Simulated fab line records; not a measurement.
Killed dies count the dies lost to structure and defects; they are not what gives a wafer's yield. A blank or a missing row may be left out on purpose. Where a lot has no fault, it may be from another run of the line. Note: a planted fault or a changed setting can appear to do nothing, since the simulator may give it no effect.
Struck lot and sound lot, side by side -- flow sky130 -- 43 steps out of a route of 708
Sound: these wafers, L480.3, L480.5, L480.6. Struck: wafers L489.4, L489.5. (L489.2 of the same lot was not struck and is left out.) The cause comes at the end.
Each step with rows lists, per side, the tool, then ch with its chambers, then its first start. Under that, the readings that differ: sound wafers -- struck wafers -- difference of the means -- sigmas: that difference in standard deviations of wafers without a fault.
alike: a reading whose means differ by less than 2 such deviations, as well as words and numbers matching on both sides. not compared: withheld readings; readings where some wafer has no value; bounds like >300 that might hide an equal value; numbers whose values overlap and for which the record gives no deviation.
A row with sigmas, a row that says differs or no value, or rows on one side alone: a step with any of these is where the two part. Numbers that don't overlap but have no deviation are shown without sigmas and don't part them. A reading that every wafer of one side lacks parts them only if that side has two wafers or more.

first, 8 steps without rows for these wafers: SKY_METAL4_DEHYDRATE_05 (time 60 s); SKY_METAL4_HMDS_06 (prime time 60 s); SKY_METAL4_COAT_07 (resist thk 60 nm); SKY_METAL4_COAT_08 (resist thk 1140 nm); SKY_METAL4_SOFTBAKE_09 (time 90 s); SKY_METAL4_EXPOSE_10 (exposes mask MM4, target cd 300 nm); SKY_METAL4_PEB_11; SKY_METAL4_DEVELOP_12 (develop time 60 s).
SKY_METAL4_CD_MEAS_13 targets a cd of 300 nm.
  sound: cd_sem-01 at day 42 21:07; struck: cd_sem-01 at day 45 12:21
reading,sound,struck,difference,sigmas
cd_nm (nm),297.2 298.9 299.3,300.4 302.5,+3.0,+2
SKY_METAL4_OVL_MEAS_14:
  sound: overlay-02 at day 42 21:13; struck: overlay-01 at day 45 12:28
  alike: METAL4_OVL
SKY_METAL4_DESCUM_15: chemistry O2, time 8 s.
  sound on rie_metal-02 ch 0,1, day 42 21:15; struck on rie_metal-04 ch 0,1, day 45 12:29
  alike: drypump_motor_current_A, oes_product_au
  not compared: rf_hours_counter_h
then, 1 step without rows for these wafers: SKY_METAL4_ETCH_16 (etches BARC in N2/H2, stops on SiO2, time 88.2 s, target depth 60 nm).
SKY_METAL4_ETCH_17: etches SiO2 in C4F8/O2/Ar, stops on TiN, time 3.9 s, target depth 15 nm.
  sound on rie_diel-03 ch 1,2, day 42 21:22; struck on rie_diel-02 ch 1,3, day 45 12:37
  alike: oes_product_au
  not compared: rf_hours_counter_h
SKY_METAL4_METAL_ETCH_18: etches the open film in Cl2/BCl3, stops on SiO2, target depth 845 nm, time 183.1 s.
  sound on rie_metal-01 ch 0,1, day 42 21:27; struck on rie_metal-01 ch 0,1, day 45 12:38
  alike: drypump_motor_current_A, oes_product_au, throttle_valve_pct
  not compared: rf_hours_counter_h
then, 5 steps without rows for these wafers: SKY_METAL4_STRIP_19 (strips in O2/N2); SKY_METAL4_STRIP_20 (strips in post etch residue remover, time 1200 s); SKY_METAL4_CLEAN_21 (cleans in IPA, time 180 s); SKY_METAL4_CLEAN_22 (cleans in O3/DIW); SKY_VIA4_HDPCVD_00 (deposits SiO2, target thk 1750 nm, time 291.7 s).
SKY_VIA4_THK_MEAS_01:
  sound: film_metro-04 at day 42 22:21; struck: film_metro-01 at day 45 13:38
  alike: VIA4_HDPCVD_THK
then, 1 step without rows for these wafers: SKY_VIA4_CMP_02 (polishes SiO2).
SKY_VIA4_BOW_MEAS_03:
  sound: film_metro-04 at day 42 22:44; struck: film_metro-04 at day 45 14:00
  alike: VIA4_BOW
then, 7 steps without rows for these wafers: SKY_VIA4_DEHYDRATE_04 (time 60 s); SKY_VIA4_HMDS_05 (prime time 60 s); SKY_VIA4_COAT_06 (resist thk 1140 nm); SKY_VIA4_SOFTBAKE_07 (time 60 s); SKY_VIA4_EXPOSE_08 (exposes mask VIM4, target cd 800 nm); SKY_VIA4_PEB_09; SKY_VIA4_DEVELOP_10 (develop time 60 s).
SKY_VIA4_OVL_MEAS_11:
  sound: overlay-02 at day 43 21:47; struck: overlay-02 at day 46 11:05
  alike: VIA4_OVL
then, 5 steps without rows for these wafers: SKY_VIA4_ETCH_12 (etches SiO2 in C4F8/O2/Ar, stops on TiN, target depth 580 nm); SKY_VIA4_STRIP_13 (strips in O2/N2); SKY_VIA4_STRIP_14 (strips in post etch residue remover, time 1200 s); SKY_VIA4_CLEAN_15 (cleans in IPA, time 180 s); SKY_VIA4_CLEAN_16 (cleans in O3/DIW).
SKY_VIA4_SPUTTER_17: material TiN, target thk 20 nm, time 80 s.
  sound: pvd_sputter-03 at day 43 22:29; struck: pvd_sputter-03 at day 46 11:47
  alike: throttle_valve_pct
then, 1 step without rows for these wafers: SKY_VIA4_CVD_18 (deposits W, target thk 505 nm, time 152.14 s).
SKY_VIA4_RS_MEAS_19: measures by four-point-probe.
  sound: film_metro-01 at day 43 22:44; struck: film_metro-02 at day 46 12:01
  alike: VIA4_W_RS
SKY_VIA4_THK_MEAS_20: measures by xrf.
  sound: film_metro-01 at day 43 22:50; struck: film_metro-02 at day 46 12:07
  alike: VIA4_W_THK
SKY_VIA4_CMP_21: polishes, stops on SiO2, t overpolish 25 s, target thk 0 nm.
  sound on cmp-02 ch 0,1, day 43 22:55; struck on cmp-02 ch 3, day 46 12:10
  alike: motor_current_A, overpolish_run_s, time_to_endpoint_s
then, 1 step without rows for these wafers: SKY_METAL5_SPUTTER_00 (material Ti, target thk 15 nm, time 10 s).
SKY_METAL5_SPUTTER_01: material TiN, target thk 20 nm, time 16.7 s.
  sound: pvd_sputter-02 at day 43 23:12; struck: pvd_sputter-02 at day 46 12:30
  alike: throttle_valve_pct
-- the record jumps here: 3 days lie between the struck wafers' starts before and after (it left off in module METAL5 and takes up again in module PAD_OPEN, whose first step shown is number 708 of the route) --
SKY_PAD_OPEN_PROBE_99:
  sound: prober-02 at day 46 18:01; struck: prober-02 at day 49 04:00
reading,sound,struck,difference,sigmas
model.etest.met4_comb.leak_log10_a_um,-12.11 -11.91 -12.11,-11.79 -11.83,+0.23,
  alike: defect_limited_yield, killed_at_M0_to_M3, killed_at_M4_up, killed_at_contacts, killed_at_front_end, killed_at_other, killed_dies, killed_open, killed_short, sort_bin_3_pad_short, sort_bin_5_function, sort_bin_6_memory, sort_n_pass, sort_yield_pct

== WHERE THEY PART ==
Only at SKY_METAL4_CD_MEAS_13, as far as this record shows. Later steps at which nothing parts them and some readings are alike: SKY_METAL4_OVL_MEAS_14, SKY_METAL4_DESCUM_15, SKY_METAL4_ETCH_17, SKY_METAL4_METAL_ETCH_18, SKY_VIA4_THK_MEAS_01, SKY_VIA4_BOW_MEAS_03, SKY_VIA4_OVL_MEAS_11, SKY_VIA4_SPUTTER_17, SKY_VIA4_RS_MEAS_19, SKY_VIA4_THK_MEAS_20, SKY_VIA4_CMP_21, SKY_METAL5_SPUTTER_01, SKY_PAD_OPEN_PROBE_99.

WHY: the cause the simulator had injected
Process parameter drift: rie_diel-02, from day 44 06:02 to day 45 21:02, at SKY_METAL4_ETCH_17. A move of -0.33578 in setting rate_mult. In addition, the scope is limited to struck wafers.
